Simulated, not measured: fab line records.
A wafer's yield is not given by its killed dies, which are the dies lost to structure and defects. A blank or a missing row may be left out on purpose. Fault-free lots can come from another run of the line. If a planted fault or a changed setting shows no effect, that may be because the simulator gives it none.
fab line records || flow sky130
[record] {"lots": 5, "wafers": 15, "last-day": 49}
route steps=708 shown VT_ADJUST_PCH@146 SONOS_TUNNEL@154 PAD_OPEN@708
lots untouched by any fault: they come from a run of this same line in which no faults occurred
start-h: start of the lot's first displayed wafer, in hours after the record's first day || wait-h: how many hours have passed since the lot's step before this one || " unchanged from the row above || L1.1+2: a row that stands for several wafers || - no value, or no start was given || * or withheld: withheld || < > ~ a bound
route shown NAME@n: NAME is a module with steps in the file, n the number in the route of the first one || usual: mean/standard deviation taken from wafers without a fault || same: alike in all rows || chamber/n: place in a boat || sites: per-site readings || _std_site: their standard deviation || _edge_site: mean of outer sites minus mean of inner sites || radius-mm: for every site, how far away it sits from the centre of the wafer || mask NAME#n: copy n || behind: tool/chamber where the wafer was last shaped || hold: reason for holding the lot/hours on hold/outcome of the hold || device: which transistor (n, p or np) failed to switch || end of line: at the end of the route, the tests of the same wafers || a step without rows: its recipe alone || killed: count of dies lost to structure and defects at first sort (not the wafer's yield) || map: dies across one wafer; x = killed, . = not, _ = none there
set.NAME: the setting that was run; set.NAME@STEP: the one run at that earlier step || model.NAME: the simulator's own value behind a step, which no gauge read
lots at selected steps of the route; one table per step, one row per wafer
services: when a tool's chamber went out of use (start-h, in hours from the record's first day, below 0 if earlier), for how many hours, and the reason
[[steps]]
[step SKY_VT_ADJUST_PCH_SOFTBAKE_03]
[recipe] {"temp-c": 110, "time-s": "withheld"}
[step SKY_VT_ADJUST_PCH_EXPOSE_04]
[recipe] {"mask-id": "NWM", "na": 0.6, "source-shape": "conventional", "sigma-outer": 0.6, "polarization": "unpolarized", "target-cd-nm": 840, "dose-mj": 255}
[step SKY_VT_ADJUST_PCH_PEB_05]
[recipe] {"temp-c": 115, "time-s": "withheld"}
[step SKY_VT_ADJUST_PCH_DEVELOP_06]
[recipe] {"wall-angle-deg": 90, "developer": "TMAH", "develop-time-s": 60, "dev-temp-c": 23}
[step SKY_VT_ADJUST_PCH_OVL_MEAS_07]
[usual] {"VT_ADJUST_PCH_OVL": "-0.4/1.6"}
{"lot.wafer": "L945.2", "tool": "overlay-01", "chamber": "-", "start-h": 229.06, "wait-h": "-", "VT_ADJUST_PCH_OVL[nm]": -0.3}
{"lot.wafer": "L945.5", "tool": "overlay-01", "chamber": "-", "start-h": 229.06, "wait-h": "-", "VT_ADJUST_PCH_OVL[nm]": -1.5}
{"lot.wafer": "L945.6", "tool": "overlay-01", "chamber": "-", "start-h": 229.06, "wait-h": "-", "VT_ADJUST_PCH_OVL[nm]": -0.8}
{"lot.wafer": "L948.1", "tool": "overlay-02", "chamber": "-", "start-h": 252.84, "wait-h": "-", "VT_ADJUST_PCH_OVL[nm]": -0.8}
{"lot.wafer": "L948.5", "tool": "overlay-02", "chamber": "-", "start-h": 252.84, "wait-h": "-", "VT_ADJUST_PCH_OVL[nm]": -2.2}
{"lot.wafer": "L948.6", "tool": "overlay-02", "chamber": "-", "start-h": 252.84, "wait-h": "-", "VT_ADJUST_PCH_OVL[nm]": -3.7}
{"lot.wafer": "L953.1", "tool": "overlay-02", "chamber": "-", "start-h": 287.58, "wait-h": "-", "VT_ADJUST_PCH_OVL[nm]": -2.0}
{"lot.wafer": "L953.4", "tool": "overlay-02", "chamber": "-", "start-h": 287.58, "wait-h": "-", "VT_ADJUST_PCH_OVL[nm]": -2.0}
{"lot.wafer": "L953.6", "tool": "overlay-02", "chamber": "-", "start-h": 287.58, "wait-h": "-", "VT_ADJUST_PCH_OVL[nm]": -1.7}
{"lot.wafer": "L962.2", "tool": "overlay-01", "chamber": "-", "start-h": 366.66, "wait-h": "-", "VT_ADJUST_PCH_OVL[nm]": 0.9}
{"lot.wafer": "L962.3", "tool": "overlay-01", "chamber": "-", "start-h": 366.66, "wait-h": "-", "VT_ADJUST_PCH_OVL[nm]": -0.1}
{"lot.wafer": "L962.5", "tool": "overlay-01", "chamber": "-", "start-h": 366.66, "wait-h": "-", "VT_ADJUST_PCH_OVL[nm]": -0.4}
{"lot.wafer": "L964.2", "tool": "overlay-01", "chamber": "-", "start-h": 379.54, "wait-h": "-", "VT_ADJUST_PCH_OVL[nm]": 1.3}
{"lot.wafer": "L964.4", "tool": "overlay-01", "chamber": "-", "start-h": 379.54, "wait-h": "-", "VT_ADJUST_PCH_OVL[nm]": 0.8}
{"lot.wafer": "L964.6", "tool": "overlay-01", "chamber": "-", "start-h": 379.54, "wait-h": "-", "VT_ADJUST_PCH_OVL[nm]": 0.9}
[step SKY_VT_ADJUST_PCH_IMPLANT_08]
[recipe] {"species": "B", "energy-kev": 10, "dose-cm2": 5e+11, "tilt-deg": "withheld"}
[step SKY_VT_ADJUST_PCH_STRIP_09]
[recipe] {"chemistry": "O2/N2", "power-w": 1400, "pressure-mtorr": 1500, "platen-temp-c": "withheld", "o2-flow-sccm": 3000, "n2-flow-sccm": 300, "overash-fraction": 0.5}
[usual] {"drypump-motor-current-A": "5.6/0.5", "oes-product-au": "0.723/0.0046", "strip-time-to-endpoint-s": "36.93/0.088"}
{"lot.wafer": "L945.2", "tool": "plasma-asher-01", "chamber": 0, "start-h": 229.24, "wait-h": 0.1, "drypump-motor-current-A": 4.9, "oes-product-au": 0.728, "rf-hours-counter-h": 55, "strip-time-to-endpoint-s": 37.04}
{"lot.wafer": "L945.5", "tool": "plasma-asher-01", "chamber": 1, "start-h": 229.24, "wait-h": 0.1, "drypump-motor-current-A": 6.4, "oes-product-au": 0.724, "rf-hours-counter-h": "-", "strip-time-to-endpoint-s": 37.04}
{"lot.wafer": "L945.6", "tool": "plasma-asher-01", "chamber": 0, "start-h": 229.24, "wait-h": 0.1, "drypump-motor-current-A": 5.0, "oes-product-au": 0.717, "rf-hours-counter-h": "-", "strip-time-to-endpoint-s": 36.95}
{"lot.wafer": "L948.1", "tool": "plasma-asher-03", "chamber": 1, "start-h": 253.03, "wait-h": 0.1, "drypump-motor-current-A": 5.8, "oes-product-au": 0.730, "rf-hours-counter-h": 57, "strip-time-to-endpoint-s": 37.06}
{"lot.wafer": "L948.5", "tool": "plasma-asher-03", "chamber": 1, "start-h": 253.03, "wait-h": 0.1, "drypump-motor-current-A": 5.9, "oes-product-au": 0.720, "rf-hours-counter-h": "-", "strip-time-to-endpoint-s": 36.93}
{"lot.wafer": "L948.6", "tool": "plasma-asher-03", "chamber": 0, "start-h": 253.03, "wait-h": 0.1, "drypump-motor-current-A": 5.6, "oes-product-au": 0.724, "rf-hours-counter-h": "-", "strip-time-to-endpoint-s": 36.92}
{"lot.wafer": "L953.1", "tool": "plasma-asher-03", "chamber": 0, "start-h": 287.77, "wait-h": 0.1, "drypump-motor-current-A": 5.6, "oes-product-au": 0.730, "rf-hours-counter-h": 60, "strip-time-to-endpoint-s": 36.90}
{"lot.wafer": "L953.4", "tool": "plasma-asher-03", "chamber": 0, "start-h": 287.77, "wait-h": 0.1, "drypump-motor-current-A": 5.6, "oes-product-au": 0.724, "rf-hours-counter-h": "-", "strip-time-to-endpoint-s": 36.95}
{"lot.wafer": "L953.6", "tool": "plasma-asher-03", "chamber": 0, "start-h": 287.77, "wait-h": 0.1, "drypump-motor-current-A": 5.6, "oes-product-au": 0.726, "rf-hours-counter-h": "-", "strip-time-to-endpoint-s": 36.82}
{"lot.wafer": "L962.2", "tool": "plasma-asher-01", "chamber": 0, "start-h": 366.84, "wait-h": 0.1, "drypump-motor-current-A": 5.0, "oes-product-au": 0.726, "rf-hours-counter-h": 69, "strip-time-to-endpoint-s": 36.87}
{"lot.wafer": "L962.3", "tool": "plasma-asher-01", "chamber": 1, "start-h": 366.84, "wait-h": 0.1, "drypump-motor-current-A": 6.3, "oes-product-au": 0.725, "rf-hours-counter-h": "-", "strip-time-to-endpoint-s": 36.80}
{"lot.wafer": "L962.5", "tool": "plasma-asher-01", "chamber": 1, "start-h": 366.84, "wait-h": 0.1, "drypump-motor-current-A": 6.3, "oes-product-au": 0.725, "rf-hours-counter-h": "-", "strip-time-to-endpoint-s": 36.84}
{"lot.wafer": "L964.2", "tool": "plasma-asher-02", "chamber": 0, "start-h": 379.72, "wait-h": 0.1, "drypump-motor-current-A": 5.1, "oes-product-au": 0.723, "rf-hours-counter-h": 25, "strip-time-to-endpoint-s": 36.93}
{"lot.wafer": "L964.4", "tool": "plasma-asher-02", "chamber": 1, "start-h": 379.72, "wait-h": 0.1, "drypump-motor-current-A": 5.8, "oes-product-au": 0.718, "rf-hours-counter-h": "-", "strip-time-to-endpoint-s": 36.85}
{"lot.wafer": "L964.6", "tool": "plasma-asher-02", "chamber": 1, "start-h": 379.72, "wait-h": 0.1, "drypump-motor-current-A": 5.7, "oes-product-au": 0.715, "rf-hours-counter-h": "-", "strip-time-to-endpoint-s": 36.82}
[step SKY_VT_ADJUST_PCH_TW_MEAS_10]
[usual] {"VT_ADJUST_PCH_TW": "142.9/1.1"}
{"lot.wafer": "L945.2", "tool": "film-metro-02", "chamber": "-", "start-h": 229.35, "wait-h": 0.1, "VT_ADJUST_PCH_TW": 143.7}
{"lot.wafer": "L945.5", "tool": "film-metro-02", "chamber": "-", "start-h": 229.35, "wait-h": 0.1, "VT_ADJUST_PCH_TW": 143.9}
{"lot.wafer": "L945.6", "tool": "film-metro-02", "chamber": "-", "start-h": 229.35, "wait-h": 0.1, "VT_ADJUST_PCH_TW": 143.5}
{"lot.wafer": "L948.1", "tool": "film-metro-01", "chamber": "-", "start-h": 253.13, "wait-h": 0.1, "VT_ADJUST_PCH_TW": 144.2}
{"lot.wafer": "L948.5", "tool": "film-metro-01", "chamber": "-", "start-h": 253.13, "wait-h": 0.1, "VT_ADJUST_PCH_TW": 143.5}
{"lot.wafer": "L948.6", "tool": "film-metro-01", "chamber": "-", "start-h": 253.13, "wait-h": 0.1, "VT_ADJUST_PCH_TW": 143.7}
{"lot.wafer": "L953.1", "tool": "film-metro-02", "chamber": "-", "start-h": 287.87, "wait-h": 0.1, "VT_ADJUST_PCH_TW": 143.7}
{"lot.wafer": "L953.4", "tool": "film-metro-02", "chamber": "-", "start-h": 287.87, "wait-h": 0.1, "VT_ADJUST_PCH_TW": 143.1}
{"lot.wafer": "L953.6", "tool": "film-metro-02", "chamber": "-", "start-h": 287.87, "wait-h": 0.1, "VT_ADJUST_PCH_TW": 143.2}
{"lot.wafer": "L962.2", "tool": "film-metro-02", "chamber": "-", "start-h": 366.95, "wait-h": 0.1, "VT_ADJUST_PCH_TW": 144.0}
{"lot.wafer": "L962.3", "tool": "film-metro-02", "chamber": "-", "start-h": 366.95, "wait-h": 0.1, "VT_ADJUST_PCH_TW": 144.0}
{"lot.wafer": "L962.5", "tool": "film-metro-02", "chamber": "-", "start-h": 366.95, "wait-h": 0.1, "VT_ADJUST_PCH_TW": 144.0}
{"lot.wafer": "L964.2", "tool": "film-metro-01", "chamber": "-", "start-h": 379.83, "wait-h": 0.1, "VT_ADJUST_PCH_TW": 143.5}
{"lot.wafer": "L964.4", "tool": "film-metro-01", "chamber": "-", "start-h": 379.83, "wait-h": 0.1, "VT_ADJUST_PCH_TW": 143.2}
{"lot.wafer": "L964.6", "tool": "film-metro-01", "chamber": "-", "start-h": 379.83, "wait-h": 0.1, "VT_ADJUST_PCH_TW": 143.4}
[step SKY_SONOS_TUNNEL_DEHYDRATE_00]
[recipe] {"temp-c": 200, "time-s": 60}
[step SKY_SONOS_TUNNEL_HMDS_01]
[recipe] {"prime-time-s": 60, "prime-temp-c": 120}
[step SKY_SONOS_TUNNEL_COAT_02]
[recipe] {"resist": "NOVOLAK", "spin-rpm": 3000, "resist-thk-nm": 1140}
[step SKY_SONOS_TUNNEL_SOFTBAKE_03]
[recipe] {"temp-c": 90, "time-s": 60, "resist": "NOVOLAK"}
[step SKY_SONOS_TUNNEL_EXPOSE_04]
[recipe] {"mask-id": "TUNM", "na": 0.6, "source-shape": "conventional", "sigma-outer": 0.6, "polarization": "unpolarized", "target-cd-nm": 410, "dose-mj": 136}
[usual] {"exposure-dose-mJ-cm2": "136.5/0.71"}
{"lot.wafer": "L945.2", "tool": "iline-stepper-01", "chamber": 0, "start-h": 241.17, "wait-h": "-", "mask": "TUNM#0", "exposure-dose-mJ-cm2": 137.3}
{"lot.wafer": "L945.5", "tool": "iline-stepper-01", "chamber": 0, "start-h": 241.17, "wait-h": "-", "mask": "TUNM#0", "exposure-dose-mJ-cm2": 137.4}
{"lot.wafer": "L945.6", "tool": "iline-stepper-01", "chamber": 0, "start-h": 241.17, "wait-h": "-", "mask": "TUNM#0", "exposure-dose-mJ-cm2": 137.6}
{"lot.wafer": "L948.1", "tool": "iline-stepper-02", "chamber": 0, "start-h": 264.90, "wait-h": "-", "mask": "TUNM#0", "exposure-dose-mJ-cm2": 136.0}
{"lot.wafer": "L948.5", "tool": "iline-stepper-02", "chamber": 0, "start-h": 264.90, "wait-h": "-", "mask": "TUNM#0", "exposure-dose-mJ-cm2": 136.0}
{"lot.wafer": "L948.6", "tool": "iline-stepper-02", "chamber": 0, "start-h": 264.90, "wait-h": "-", "mask": "TUNM#0", "exposure-dose-mJ-cm2": 136.0}
{"lot.wafer": "L953.1", "tool": "iline-stepper-02", "chamber": 0, "start-h": 298.41, "wait-h": "-", "mask": "TUNM#0", "exposure-dose-mJ-cm2": 136.0}
{"lot.wafer": "L953.4", "tool": "iline-stepper-02", "chamber": 0, "start-h": 298.41, "wait-h": "-", "mask": "TUNM#0", "exposure-dose-mJ-cm2": 135.9}
{"lot.wafer": "L953.6", "tool": "iline-stepper-02", "chamber": 0, "start-h": 298.41, "wait-h": "-", "mask": "TUNM#0", "exposure-dose-mJ-cm2": 136.0}
{"lot.wafer": "L962.2", "tool": "iline-stepper-02", "chamber": 0, "start-h": 380.15, "wait-h": "-", "mask": "TUNM#0", "exposure-dose-mJ-cm2": 136.0}
{"lot.wafer": "L962.3", "tool": "iline-stepper-02", "chamber": 0, "start-h": 380.15, "wait-h": "-", "mask": "TUNM#0", "exposure-dose-mJ-cm2": 135.9}
{"lot.wafer": "L962.5", "tool": "iline-stepper-02", "chamber": 0, "start-h": 380.15, "wait-h": "-", "mask": "TUNM#0", "exposure-dose-mJ-cm2": 136.0}
{"lot.wafer": "L964.2", "tool": "iline-stepper-02", "chamber": 0, "start-h": 393.89, "wait-h": "-", "mask": "TUNM#0", "exposure-dose-mJ-cm2": 136.0}
{"lot.wafer": "L964.4", "tool": "iline-stepper-02", "chamber": 0, "start-h": 393.89, "wait-h": "-", "mask": "TUNM#0", "exposure-dose-mJ-cm2": 135.9}
{"lot.wafer": "L964.6", "tool": "iline-stepper-02", "chamber": 0, "start-h": 393.89, "wait-h": "-", "mask": "TUNM#0", "exposure-dose-mJ-cm2": 136.0}
[step SKY_SONOS_TUNNEL_PEB_05]
[recipe] {"temp-c": "withheld", "time-s": "*", "resist": "NOVOLAK"}
[step SKY_SONOS_TUNNEL_DEVELOP_06]
[recipe] {"resist": "NOVOLAK", "developer": "TMAH", "develop-time-s": 60, "dev-temp-c": 23}
[step SKY_SONOS_TUNNEL_CD_MEAS_07]
[recipe] {"target-cd-nm": 410}
[usual] {"cd-nm": "410.5/2.2"}
{"lot.wafer": "L945.2", "tool": "cd-sem-02", "chamber": "-", "start-h": 252.45, "wait-h": 0.1, "cd-nm": 408.8}
{"lot.wafer": "L945.5", "tool": "cd-sem-02", "chamber": "-", "start-h": 252.45, "wait-h": 0.1, "cd-nm": 410.2}
{"lot.wafer": "L945.6", "tool": "cd-sem-02", "chamber": "-", "start-h": 252.45, "wait-h": 0.1, "cd-nm": 409.7}
{"lot.wafer": "L948.1", "tool": "cd-sem-02", "chamber": "-", "start-h": 276.78, "wait-h": 0.1, "cd-nm": 409.1}
{"lot.wafer": "L948.5", "tool": "cd-sem-02", "chamber": "-", "start-h": 276.78, "wait-h": 0.1, "cd-nm": 410.0}
{"lot.wafer": "L948.6", "tool": "cd-sem-02", "chamber": "-", "start-h": 276.78, "wait-h": 0.1, "cd-nm": 408.5}
{"lot.wafer": "L953.1", "tool": "cd-sem-02", "chamber": "-", "start-h": 310.03, "wait-h": 0.1, "cd-nm": 408.6}
{"lot.wafer": "L953.4", "tool": "cd-sem-02", "chamber": "-", "start-h": 310.03, "wait-h": 0.1, "cd-nm": 409.7}
{"lot.wafer": "L953.6", "tool": "cd-sem-02", "chamber": "-", "start-h": 310.03, "wait-h": 0.1, "cd-nm": 410.2}
{"lot.wafer": "L962.2", "tool": "cd-sem-02", "chamber": "-", "start-h": 394.49, "wait-h": 0.1, "cd-nm": 412.5}
{"lot.wafer": "L962.3", "tool": "cd-sem-02", "chamber": "-", "start-h": 394.49, "wait-h": 0.1, "cd-nm": 414.1}
{"lot.wafer": "L962.5", "tool": "cd-sem-02", "chamber": "-", "start-h": 394.49, "wait-h": 0.1, "cd-nm": 412.1}
{"lot.wafer": "L964.2", "tool": "cd-sem-01", "chamber": "-", "start-h": 408.30, "wait-h": 0.1, "cd-nm": 420.1}
{"lot.wafer": "L964.4", "tool": "cd-sem-01", "chamber": "-", "start-h": 408.30, "wait-h": 0.1, "cd-nm": 427.7}
{"lot.wafer": "L964.6", "tool": "cd-sem-01", "chamber": "-", "start-h": 408.30, "wait-h": 0.1, "cd-nm": 419.8}
[step SKY_SONOS_TUNNEL_OVL_MEAS_08]
[usual] {"SONOS_TUNNEL_OVL": "-1.1/1.3"}
{"lot.wafer": "L945.2", "tool": "overlay-01", "chamber": "-", "start-h": 252.55, "wait-h": 0.1, "SONOS_TUNNEL_OVL[nm]": -1.1}
{"lot.wafer": "L945.5", "tool": "overlay-01", "chamber": "-", "start-h": 252.55, "wait-h": 0.1, "SONOS_TUNNEL_OVL[nm]": -1.8}
{"lot.wafer": "L945.6", "tool": "overlay-01", "chamber": "-", "start-h": 252.55, "wait-h": 0.1, "SONOS_TUNNEL_OVL[nm]": -2.3}
{"lot.wafer": "L948.1", "tool": "overlay-01", "chamber": "-", "start-h": 276.90, "wait-h": 0.1, "SONOS_TUNNEL_OVL[nm]": -2.2}
{"lot.wafer": "L948.5", "tool": "overlay-01", "chamber": "-", "start-h": 276.90, "wait-h": 0.1, "SONOS_TUNNEL_OVL[nm]": -2.0}
{"lot.wafer": "L948.6", "tool": "overlay-01", "chamber": "-", "start-h": 276.90, "wait-h": 0.1, "SONOS_TUNNEL_OVL[nm]": -2.8}
{"lot.wafer": "L953.1", "tool": "overlay-02", "chamber": "-", "start-h": 310.15, "wait-h": 0.1, "SONOS_TUNNEL_OVL[nm]": -1.0}
{"lot.wafer": "L953.4", "tool": "overlay-02", "chamber": "-", "start-h": 310.15, "wait-h": 0.1, "SONOS_TUNNEL_OVL[nm]": 0.1}
{"lot.wafer": "L953.6", "tool": "overlay-02", "chamber": "-", "start-h": 310.15, "wait-h": 0.1, "SONOS_TUNNEL_OVL[nm]": 2.0}
{"lot.wafer": "L962.2", "tool": "overlay-02", "chamber": "-", "start-h": 394.60, "wait-h": 0.1, "SONOS_TUNNEL_OVL[nm]": -1.5}
{"lot.wafer": "L962.3", "tool": "overlay-02", "chamber": "-", "start-h": 394.60, "wait-h": 0.1, "SONOS_TUNNEL_OVL[nm]": -0.7}
{"lot.wafer": "L962.5", "tool": "overlay-02", "chamber": "-", "start-h": 394.60, "wait-h": 0.1, "SONOS_TUNNEL_OVL[nm]": -0.1}
{"lot.wafer": "L964.2", "tool": "overlay-02", "chamber": "-", "start-h": 408.41, "wait-h": 0.1, "SONOS_TUNNEL_OVL[nm]": -2.1}
{"lot.wafer": "L964.4", "tool": "overlay-02", "chamber": "-", "start-h": 408.41, "wait-h": 0.1, "SONOS_TUNNEL_OVL[nm]": 0.2}
{"lot.wafer": "L964.6", "tool": "overlay-02", "chamber": "-", "start-h": 408.41, "wait-h": 0.1, "SONOS_TUNNEL_OVL[nm]": 0.2}
[step SKY_PAD_OPEN_PROBE_99]
[usual] {"killed_at_M0_to_M3": "43/7", "killed_at_M4_up": "3.4/1.9", "killed-at-contacts": "24/5.4", "killed-at-front-end": "15/4.4", "killed-at-other": "0.4/0.63", "killed-dies": "86/9.1", "killed-open": "46/6.6", "killed-short": "39/6.6"}
[same] {"gross-dies": 492, "killed-at-back-side": 0}
{"lot.wafer": "L945.2", "tool": "prober-02", "chamber": "-", "start-h": 1078.20, "wait-h": 0.1, "killed_at_M0_to_M3": 32, "killed_at_M4_up": 1, "killed-at-contacts": 31, "killed-at-front-end": 15, "killed-at-other": 0, "killed-dies": 79, "killed-open": 44, "killed-short": 34}
{"lot.wafer": "L945.5", "tool": "prober-02", "chamber": "-", "start-h": 1078.35, "wait-h": 0.2, "killed_at_M0_to_M3": 54, "killed_at_M4_up": 2, "killed-at-contacts": 23, "killed-at-front-end": 11, "killed-at-other": 1, "killed-dies": 91, "killed-open": 50, "killed-short": 41}
{"lot.wafer": "L945.6", "tool": "prober-02", "chamber": "-", "start-h": 1078.40, "wait-h": 0.2, "killed_at_M0_to_M3": 50, "killed_at_M4_up": 3, "killed-at-contacts": 16, "killed-at-front-end": 10, "killed-at-other": 1, "killed-dies": 80, "killed-open": 41, "killed-short": 39}
{"lot.wafer": "L948.1", "tool": "prober-01", "chamber": "-", "start-h": 1117.54, "wait-h": 0.1, "killed_at_M0_to_M3": 30, "killed_at_M4_up": 2, "killed-at-contacts": 19, "killed-at-front-end": 14, "killed-at-other": 0, "killed-dies": 65, "killed-open": 31, "killed-short": 34}
{"lot.wafer": "L948.5", "tool": "prober-01", "chamber": "-", "start-h": 1117.74, "wait-h": 0.2, "killed_at_M0_to_M3": 31, "killed_at_M4_up": 2, "killed-at-contacts": 22, "killed-at-front-end": 13, "killed-at-other": 0, "killed-dies": 68, "killed-open": 39, "killed-short": 29}
{"lot.wafer": "L948.6", "tool": "prober-01", "chamber": "-", "start-h": 1117.79, "wait-h": 0.2, "killed_at_M0_to_M3": 38, "killed_at_M4_up": 4, "killed-at-contacts": 16, "killed-at-front-end": 11, "killed-at-other": 0, "killed-dies": 69, "killed-open": 35, "killed-short": 34}
{"lot.wafer": "L953.1", "tool": "prober-01", "chamber": "-", "start-h": 1129.08, "wait-h": 0.1, "killed_at_M0_to_M3": 37, "killed_at_M4_up": 3, "killed-at-contacts": 16, "killed-at-front-end": 25, "killed-at-other": 1, "killed-dies": 82, "killed-open": 44, "killed-short": 36}
{"lot.wafer": "L953.4", "tool": "prober-01", "chamber": "-", "start-h": 1129.23, "wait-h": 0.2, "killed_at_M0_to_M3": 44, "killed_at_M4_up": 2, "killed-at-contacts": 19, "killed-at-front-end": 24, "killed-at-other": 0, "killed-dies": 89, "killed-open": 41, "killed-short": 47}
{"lot.wafer": "L953.6", "tool": "prober-01", "chamber": "-", "start-h": 1129.33, "wait-h": 0.2, "killed_at_M0_to_M3": 46, "killed_at_M4_up": 7, "killed-at-contacts": 21, "killed-at-front-end": 15, "killed-at-other": 1, "killed-dies": 90, "killed-open": 47, "killed-short": 43}
{"lot.wafer": "L964.2", "tool": "prober-02", "chamber": "-", "start-h": 1185.06, "wait-h": 0.1, "killed_at_M0_to_M3": 37, "killed_at_M4_up": 4, "killed-at-contacts": 26, "killed-at-front-end": 20, "killed-at-other": 0, "killed-dies": 87, "killed-open": 42, "killed-short": 45}
{"lot.wafer": "L964.4", "tool": "prober-02", "chamber": "-", "start-h": 1185.16, "wait-h": 0.2, "killed_at_M0_to_M3": 48, "killed_at_M4_up": 4, "killed-at-contacts": 25, "killed-at-front-end": 13, "killed-at-other": 0, "killed-dies": 90, "killed-open": 53, "killed-short": 37}
{"lot.wafer": "L964.6", "tool": "prober-02", "chamber": "-", "start-h": 1185.26, "wait-h": 0.2, "killed_at_M0_to_M3": 39, "killed_at_M4_up": 3, "killed-at-contacts": 21, "killed-at-front-end": 16, "killed-at-other": 0, "killed-dies": 79, "killed-open": 32, "killed-short": 47}
// killed by level:class
L945.2 CONTACT:geometric-particle:open=11 LI_CONTACT:geometric-particle:open=7 FIELD_ISO:geometric-particle:open=6 VIA1:geometric-particle:open=6 VIA2:geometric-particle:open=6 CONTACT:geometric-particle:short=5 VIA3:geometric-particle:open=5 POLY_GATE:geometric-particle:short=4
L945.5 VIA1:geometric-particle:open=14 CONTACT:geometric-particle:open=10 METAL1:geometric-particle:short=7 METAL2:geometric-particle:short=7 VIA3:geometric-particle:open=6 LI_CONTACT:geometric-particle:open=5 VIA2:geometric-particle:open=5 VIA3:geometric-particle:short=5
L945.6 VIA1:geometric-particle:open=15 METAL1:geometric-particle:short=9 CONTACT:geometric-particle:open=7 VIA3:geometric-particle:short=5 LI_CONTACT:geometric-particle:open=4 VIA1:geometric-particle:short=4 VIA2:geometric-particle:open=4 METAL3:geometric-particle:short=4
L948.1 VIA1:geometric-particle:open=9 CONTACT:geometric-particle:open=7 POLY_GATE:geometric-particle:short=5 METAL2:geometric-particle:short=5 LI_CONTACT:geometric-particle:open=4 VIA1:geometric-particle:short=4 FIELD_ISO:geometric-particle:short=3 LOCAL_INTERCONNECT:geometric-particle:short=3
L948.5 CONTACT:geometric-particle:open=10 VIA2:geometric-particle:open=8 LI_CONTACT:geometric-particle:open=6 METAL2:geometric-particle:short=5 LOCAL_INTERCONNECT:geometric-particle:short=5 FIELD_ISO:geometric-particle:short=4 VIA1:geometric-particle:open=4 POLY_GATE:geometric-particle:open=3
L948.6 VIA1:geometric-particle:open=8 CONTACT:geometric-particle:open=7 VIA3:geometric-particle:open=6 VIA1:geometric-particle:short=5 VIA2:geometric-particle:open=5 CONTACT:geometric-particle:short=4 METAL2:geometric-particle:short=4 VIA3:geometric-particle:short=3
L953.1 VIA3:geometric-particle:open=10 FIELD_ISO:geometric-particle:short=9 VIA1:geometric-particle:open=7 CONTACT:geometric-particle:open=7 FIELD_ISO:geometric-particle:open=5 POLY_GATE:geometric-particle:short=5 VIA2:geometric-particle:open=5 VIA3:geometric-particle:short=5
L953.4 VIA1:geometric-particle:open=7 VIA2:geometric-particle:open=7 CONTACT:geometric-particle:short=6 VIA3:geometric-particle:short=6 LI_CONTACT:geometric-particle:short=5 METAL1:geometric-particle:short=5 VIA3:geometric-particle:open=5 FIELD_ISO:geometric-particle:short=4
L953.6 VIA1:geometric-particle:open=9 CONTACT:geometric-particle:open=8 METAL4:geometric-particle:short=7 LI_CONTACT:geometric-particle:open=6 METAL1:geometric-particle:short=6 VIA3:geometric-particle:short=6 VIA3:geometric-particle:open=6 FIELD_ISO:geometric-particle:open=5
L964.2 CONTACT:geometric-particle:open=14 POLY_GATE:geometric-particle:short=8 VIA1:geometric-particle:open=7 VIA2:geometric-particle:short=7 FIELD_ISO:geometric-particle:open=6 CONTACT:geometric-particle:short=5 METAL2:geometric-particle:short=5 LOCAL_INTERCONNECT:geometric-particle:short=4
L964.4 VIA2:geometric-particle:open=12 CONTACT:geometric-particle:open=10 VIA1:geometric-particle:open=7 METAL2:geometric-particle:short=6 VIA3:geometric-particle:open=6 METAL1:geometric-particle:short=5 FIELD_ISO:geometric-particle:open=4 LI_CONTACT:geometric-particle:open=4
L964.6 CONTACT:geometric-particle:open=9 CONTACT:geometric-particle:short=7 VIA1:geometric-particle:open=7 VIA1:geometric-particle:short=6 VIA2:geometric-particle:short=6 VIA3:geometric-particle:open=6 FIELD_ISO:geometric-particle:short=4 POLY_GATE:geometric-particle:short=4
[[services]]
{"tool": "iline-stepper-01", "chamber": "-", "start-h": 229.06, "hours": 1.7, "kind": "pm"}
{"tool": "plasma-asher-03", "chamber": "-", "start-h": 230.29, "hours": 2.3, "kind": "repair"}
{"tool": "iline-stepper-01", "chamber": "-", "start-h": 253.33, "hours": 4.5, "kind": "repair"}
{"tool": "plasma-asher-03", "chamber": "-", "start-h": 258.05, "hours": 1.7, "kind": "repair"}
{"tool": "iline-stepper-01", "chamber": 0, "start-h": 272.87, "hours": "-", "kind": "calibration"}
{"tool": "iline-stepper-01", "chamber": "-", "start-h": 313.72, "hours": 0.7, "kind": "repair"}
{"tool": "iline-stepper-01", "chamber": "-", "start-h": 319.35, "hours": 8.8, "kind": "repair"}
{"tool": "iline-stepper-02", "chamber": "-", "start-h": 328.16, "hours": 1.7, "kind": "pm"}
{"tool": "plasma-asher-02", "chamber": "-", "start-h": 347.39, "hours": 0.9, "kind": "repair"}
{"tool": "plasma-asher-02", "chamber": "-", "start-h": 350.72, "hours": 3.0, "kind": "repair"}
{"tool": "iline-stepper-01", "chamber": "-", "start-h": 393.34, "hours": 2.1, "kind": "pm"}
[[key]]
[first-sign] {"step": "SKY_SONOS_TUNNEL_CD_MEAS_07", "reading": "cd-nm", "direction": "up", "sigmas": 5.5, "usual": 410.5, "struck": 422.5}
effect none on later readings
met-at SKY_SONOS_TUNNEL_EXPOSE_04
struck-wafers L964.2,L964.4,L964.6
tester-left-out L964
onset-between 380.15 393.89
also-fits time
[fault] {"kind": "process-parameter-drift", "tool": "iline-stepper-02", "chamber": "-", "onset-h": 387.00, "steps": "SKY_SONOS_TUNNEL_EXPOSE_04", "channel": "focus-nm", "offset": 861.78, "spread-by-wafer": 0.3, "shape": "step", "end-h": 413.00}
// tester-left-out: of these lots the tester's yield and bins aren't shown, on N5 and GAA mostly nor the transistor test; their killed dies are dies lost to structure and defects alone, not to doping, threshold or leakage, so they don't give the yield
